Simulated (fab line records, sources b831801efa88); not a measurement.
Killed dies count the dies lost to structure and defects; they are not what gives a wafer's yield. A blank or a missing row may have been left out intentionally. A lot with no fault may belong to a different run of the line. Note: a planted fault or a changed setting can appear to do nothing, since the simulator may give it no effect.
Which tool is to blame? -- flow sky130 -- 10 lots with 30 wafers sampled at 5 steps, on a route of 708 steps

## WHAT THE GAUGES SHOWED, per wafer
SKY_VIA4_RS_MEAS_19: measures by four-point-probe.
lot,measured,on,VIA4_W_RS (ohm/sq)
L388,day 43 05:38,film metro-03,0.232 0.218 0.221
L389,day 43 19:04,film metro-04,0.221 0.229 0.226
L390,day 43 22:33,film metro-02,0.231 0.231 0.230
L393,day 44 16:48,film metro-04,0.222 0.220 0.230
L397,day 45 20:05,film metro-03,0.250 0.219 0.252
L398,day 46 11:10,film metro-04,0.253 0.254 0.220
L399,day 46 13:20,film metro-04,0.224 0.258 0.222
L401,day 46 23:12,film metro-03,0.231 0.229 0.231
L403,day 47 04:01,film metro-02,0.228 0.232 0.231
L409,day 48 10:06,film metro-02,0.228 0.226 0.225

SKY_VIA4_THK_MEAS_20: measures by xrf.
lot,measured,on,VIA4_W_THK (nm)
L388,day 43 05:45,film metro-03,497 533 526
L389,day 43 19:11,film metro-04,524 505 509
L390,day 43 22:40,film metro-02,506 509 509
L393,day 44 16:55,film metro-04,517 520 498
L397,day 45 20:11,film metro-03,465 534 463
L398,day 46 11:17,film metro-04,453 454 522
L399,day 46 13:26,film metro-04,513 446 516
L401,day 46 23:19,film metro-03,502 512 503
L403,day 47 04:08,film metro-02,513 510 509
L409,day 48 10:13,film metro-02,515 515 518

## TOOL THAT RAN EACH LOT (tool first, then ch and the chambers of the sampled wafers, then the start)
lot,SKY_METAL4_DESCUM_15,SKY_VIA4_SPUTTER_17,SKY_VIA4_CVD_18
L388,"rie metal-01 ch 0,1, day 42 04:04","pvd sputter-02, day 43 05:25","cvd w-01 ch 0,1, day 43 05:29"
L389,"rie metal-01 ch 0,1, day 42 18:25","pvd sputter-01, day 43 18:51","cvd w-01 ch 0,1, day 43 18:55"
L390,"rie metal-02 ch 0,1, day 42 21:56","pvd sputter-02, day 43 22:20","cvd w-02 ch 0,1, day 43 22:23"
L393,"rie metal-03 ch 0,1, day 43 16:13","pvd sputter-04, day 44 16:35","cvd w-01 ch 0,1, day 44 16:39"
L397,"rie metal-02 ch 0,1, day 44 20:27","pvd sputter-02, day 45 19:50","cvd w-01 ch 0,1, day 45 19:57"
L398,"rie metal-01 ch 0,1, day 45 11:40","pvd sputter-02, day 46 10:56","cvd w-01 ch 0,1, day 46 11:00"
L399,"rie metal-01 ch 0,1, day 45 14:36","pvd sputter-04, day 46 13:05","cvd w-01 ch 0,1, day 46 13:12"
L401,"rie metal-03 ch 0,1, day 45 23:37","pvd sputter-01, day 46 22:59","cvd w-02 ch 0,1, day 46 23:03"
L403,"rie metal-02 ch 0,1, day 46 04:59","pvd sputter-01, day 47 03:47","cvd w-02 ch 0,1, day 47 03:51"
L409,"rie metal-03 ch 0,1, day 47 11:19","pvd sputter-01, day 48 09:53","cvd w-02 ch 0,1, day 48 09:57"
- SKY_METAL4_DESCUM_15: chemistry O2, time 8 s.
- SKY_VIA4_SPUTTER_17: material TiN, target thk 20 nm, time 80 s.
- SKY_VIA4_CVD_18: deposits W, target thk 505 nm, time 152.14 s.

## AS READ BY THE TOOLS THEMSELVES (means over the sampled wafers that have a number; for cases with no such wafer, the mark the record gives instead)
SKY_METAL4_DESCUM_15.
lot,tool,drypump motor current A (A),oes product au (a.u.)
L388,rie metal-01,6.4,1.005
L389,rie metal-01,6.4,0.998
L390,rie metal-02,5.2,0.998
L393,rie metal-03,6.0,1.004
L397,rie metal-02,5.4,1.008
L398,rie metal-01,6.4,1.006
L399,rie metal-01,6.4,1.006
L401,rie metal-03,5.6,0.997
L403,rie metal-02,5.4,0.987
L409,rie metal-03,5.6,0.995

SKY_VIA4_SPUTTER_17.
lot,tool,throttle valve pct (%)
L388,pvd sputter-02,29.5
L389,pvd sputter-01,30.1
L390,pvd sputter-02,29.6
L393,pvd sputter-04,29.4
L397,pvd sputter-02,29.5
L398,pvd sputter-02,30.1
L399,pvd sputter-04,28.9
L401,pvd sputter-01,30.1
L403,pvd sputter-01,30.2
L409,pvd sputter-01,30.5

SKY_VIA4_CVD_18.
lot,tool,heater power w (W),susceptor temp C (C)
L388,cvd w-01,827,399.56
L389,cvd w-01,807,400.13
L390,cvd w-02,796,399.88
L393,cvd w-01,826,399.87
L397,cvd w-01,788,396.42
L398,cvd w-01,783,396.21
L399,cvd w-01,820,398.06
L401,cvd w-02,789,400.03
L403,cvd w-02,796,399.86
L409,cvd w-02,791,400.07

## THE ANSWER, worked out from the rows above alone
Rule: usual is defined by the lots themselves. The widest of any qualifying gaps counts: lots, ordered by their means at a reading, are off when they make up no more than a third of the lots, leave a main group of 4 or more, and stand apart from it by 3 or more times the standard deviation of that group's means. A main group whose means are all the same, to the digits that the tables above print for the reading, isn't used. Also off: a lot with no number at a reading for which 4 or more lots have one. Where the step has rows for the other lots, those lots are counted as sound. After the gauges, taken in route order, come the tools' own readings; for these a lot's mean is taken, as printed above. At the first step where some lot is off, the reading lying furthest off is the one used; lots without a number count as furthest.
Off: L397, L398, L399, seen at SKY_VIA4_THK_MEAS_20 (VIA4_W_THK). For the main group the mean is 512 nm and the standard deviation 4.1.
A tool fits if, at a process step before that reading, it ran every lot that is off, and no sound lot after the first of them. Not tried: the gauges at SKY_VIA4_THK_MEAS_20; whatever is off there is also off at SKY_VIA4_CVD_18, on other tools, and gauge error can't account for it. One fits: SKY_VIA4_CVD_18 on cvd w-01. A fault onset in the window from L393 (day 44 16:39, its last sound lot) to L397 (day 45 19:57, its first lot off) fits.
On the lots that are off, the tool's own readings at SKY_VIA4_CVD_18 differ by more than 5 times the standard deviation of the sound lots' means, which bears it out; susceptor temp C reads 396.90 C there versus 399.91 C on the sound lots.

## WHAT THE SIMULATOR HAD PUT IN
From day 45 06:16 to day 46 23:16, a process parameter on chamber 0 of cvd w-01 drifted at SKY_VIA4_CVD_18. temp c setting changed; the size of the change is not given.
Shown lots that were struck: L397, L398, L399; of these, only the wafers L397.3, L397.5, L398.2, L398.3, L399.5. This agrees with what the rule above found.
